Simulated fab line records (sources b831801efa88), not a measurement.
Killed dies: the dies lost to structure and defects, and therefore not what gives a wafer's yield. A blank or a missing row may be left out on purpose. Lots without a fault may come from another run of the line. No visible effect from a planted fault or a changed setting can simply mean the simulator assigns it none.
Comparing a struck lot with a sound one    flow sky130    43 steps out of a route of 708
Sound: the wafers L460.3, L460.4, L460.5. The struck wafers were L458.1, L458.3, L458.4. Last of all comes the cause.
Order at every step that has rows: each side's tool, ch and its chambers, its first start. Under that, the readings that differ: sound wafers    struck wafers    difference of the means    sigmas: that difference in standard deviations of wafers without a fault.
alike: readings with means less than 2 such deviations apart, plus words and numbers identical on both sides. not compared: withheld readings, readings lacking a value on some wafer, bounds such as >300 that could conceal the same value, and numbers that have no deviation in the record and whose values overlap.
The two part at a step that has a row with sigmas, a row that says differs or no value, or rows on one side only. Numbers that have no deviation but don't overlap get no sigmas and don't part them. A reading that every wafer of one side lacks parts them only if that side has two wafers or more.

first, 7 steps without rows for these wafers: SKY_LDD_LDN_DEHYDRATE_00 (time 60 s); SKY_LDD_LDN_HMDS_01 (prime time 60 s); SKY_LDD_LDN_COAT_02 (resist thk 1140 nm); SKY_LDD_LDN_SOFTBAKE_03 (time 60 s); SKY_LDD_LDN_EXPOSE_04 (exposes mask LDNTM, target cd 700 nm); SKY_LDD_LDN_PEB_05; SKY_LDD_LDN_DEVELOP_06 (develop time 60 s).
SKY_LDD_LDN_OVL_MEAS_07:
  sound on overlay-01 at day 28 16:11; struck on overlay-01 at day 28 03:52
  alike: LDD_LDN_OVL
then, 4 steps without rows for these wafers: SKY_LDD_LDN_IMPLANT_08; SKY_LDD_LDN_IMPLANT_09; SKY_LDD_LDN_IMPLANT_10; SKY_LDD_LDN_IMPLANT_11.
SKY_LDD_LDN_STRIP_12: strips in O2/N2.
  sound on plasma_asher-02 ch 0,1, day 28 16:50; struck on plasma_asher-03 ch 0,1, day 28 04:31
  alike: drypump_motor_current_A, oes_product_au, strip_time_to_endpoint_s
  not compared: rf_hours_counter_h
SKY_LDD_LDN_TW_MEAS_13:
  sound on film_metro-02 at day 28 16:56; struck on film_metro-04 at day 28 04:37
reading     sound           struck          difference  sigmas
LDD_LDN_TW  1460 1462 1459  1502 1510 1501  +44         +3
then, 2 steps without rows for these wafers: SKY_LDD_LDN_CLEAN_14 (cleans in SC1/SC2, time 150 s); SKY_SPACER_CVD_00 (deposits Si3N4 from DCS/NH3, target thk 43.1 nm, time 740 s).
SKY_SPACER_THK_MEAS_01:
  sound on film_metro-02 at day 28 18:51; struck on film_metro-03 at day 28 05:56
  alike: SPACER_CVD_00_THK
SKY_SPACER_ETCHBACK_02: etches Si3N4 in CH3F/O2, stops on SiO2, time 46.7 s, target depth 45 nm.
  sound on rie_diel-01 ch 0,2,3, day 28 18:53; struck on rie_diel-03 ch 0,2,3, day 28 05:59
  alike: ch3f_flow_sccm, drypump_motor_current_A, oes_product_au, throttle_valve_pct
  not compared: rf_hours_counter_h
then, 8 steps without rows for these wafers: SKY_POLY_CUT_DEHYDRATE_00 (time 60 s); SKY_POLY_CUT_HMDS_01 (prime time 60 s); SKY_POLY_CUT_COAT_02 (resist thk 60 nm); SKY_POLY_CUT_COAT_03 (resist thk 450 nm); SKY_POLY_CUT_SOFTBAKE_04 (time 90 s); SKY_POLY_CUT_EXPOSE_05 (exposes mask NPCM, target cd 270 nm); SKY_POLY_CUT_PEB_06; SKY_POLY_CUT_DEVELOP_07 (develop time 60 s).
SKY_POLY_CUT_CD_MEAS_08 targets a cd of 270 nm.
  sound on cd_sem-01 at day 29 23:07; struck on cd_sem-01 at day 29 10:23
  alike: cd_nm
SKY_POLY_CUT_OVL_MEAS_09:
  sound on overlay-02 at day 29 23:12; struck on overlay-02 at day 29 10:31
  alike: POLY_CUT_OVL
SKY_POLY_CUT_ETCH_10: etches BARC in N2/H2, stops on SiO2, time 45.9 s, target depth 60 nm.
  sound on rie_diel-02 ch 0,1, day 29 23:14; struck on rie_diel-04 ch 1,2,3, day 29 10:32
  alike: drypump_motor_current_A, oes_product_au, throttle_valve_pct
  not compared: rf_hours_counter_h
SKY_POLY_CUT_ETCH_11: etches Si3N4 in CF4/CH2F2/Ar, stops on poly-Si, time 42.5 s, target depth 60 nm.
  sound on rie_diel-02 ch 0,1, day 29 23:16; struck on rie_diel-04 ch 1,2,3, day 29 10:35
  alike: drypump_motor_current_A, oes_product_au, throttle_valve_pct
  not compared: rf_hours_counter_h
SKY_POLY_CUT_STRIP_12: strips in O2/N2.
  sound on plasma_asher-03 ch 0,1, day 29 23:20; struck on plasma_asher-03 ch 0,1, day 29 10:38
  alike: drypump_motor_current_A, oes_product_au, strip_time_to_endpoint_s
  not compared: rf_hours_counter_h
then, 7 steps without rows for these wafers: SKY_SD_P_DEHYDRATE_00 (time 60 s); SKY_SD_P_HMDS_01 (prime time 60 s); SKY_SD_P_COAT_02 (resist thk 1140 nm); SKY_SD_P_SOFTBAKE_03 (time 60 s); SKY_SD_P_EXPOSE_04 (exposes mask PSDM, target cd 380 nm); SKY_SD_P_PEB_05; SKY_SD_P_DEVELOP_06 (develop time 60 s).
SKY_SD_P_CD_MEAS_07 targets a cd of 380 nm.
  sound on cd_sem-02 at day 31 02:49; struck on cd_sem-01 at day 30 14:06
  alike: cd_nm
SKY_SD_P_OVL_MEAS_08:
  sound on overlay-02 at day 31 02:54; struck on overlay-01 at day 30 14:13
  alike: SD_P_OVL
next, for these wafers, 1 step has no rows: SKY_SD_P_IMPLANT_09.
SKY_SD_P_STRIP_10: strips in O2/N2.
  sound on plasma_asher-03 ch 0,1, day 31 03:07; struck on plasma_asher-04 ch 0,1, day 30 14:25
  alike: drypump_motor_current_A, oes_product_au, strip_time_to_endpoint_s
  not compared: rf_hours_counter_h
-- here the record skips 19 days between the struck wafers' starts before and after, leaving off in module SD_P and picking up in module PAD_OPEN (first step shown: number 708 of the route) --
SKY_PAD_OPEN_PROBE_99:
  sound on prober-02 at day 49 21:02; struck on prober-02 at day 49 12:43
reading              sound      struck       difference  sigmas
killed_at_front_end  16 17 23   50 51 66     +37         +9
killed_dies          76 95 107  109 120 130  +27         +3
  alike: killed_at_M0_to_M3, killed_at_M4_up, killed_at_contacts, killed_at_other, killed_on_rim, killed_open, killed_short

## WHERE THEY PART
Last at SKY_PAD_OPEN_PROBE_99 as far as this record goes, first at SKY_LDD_LDN_TW_MEAS_13.

WHY: the cause the simulator had injected
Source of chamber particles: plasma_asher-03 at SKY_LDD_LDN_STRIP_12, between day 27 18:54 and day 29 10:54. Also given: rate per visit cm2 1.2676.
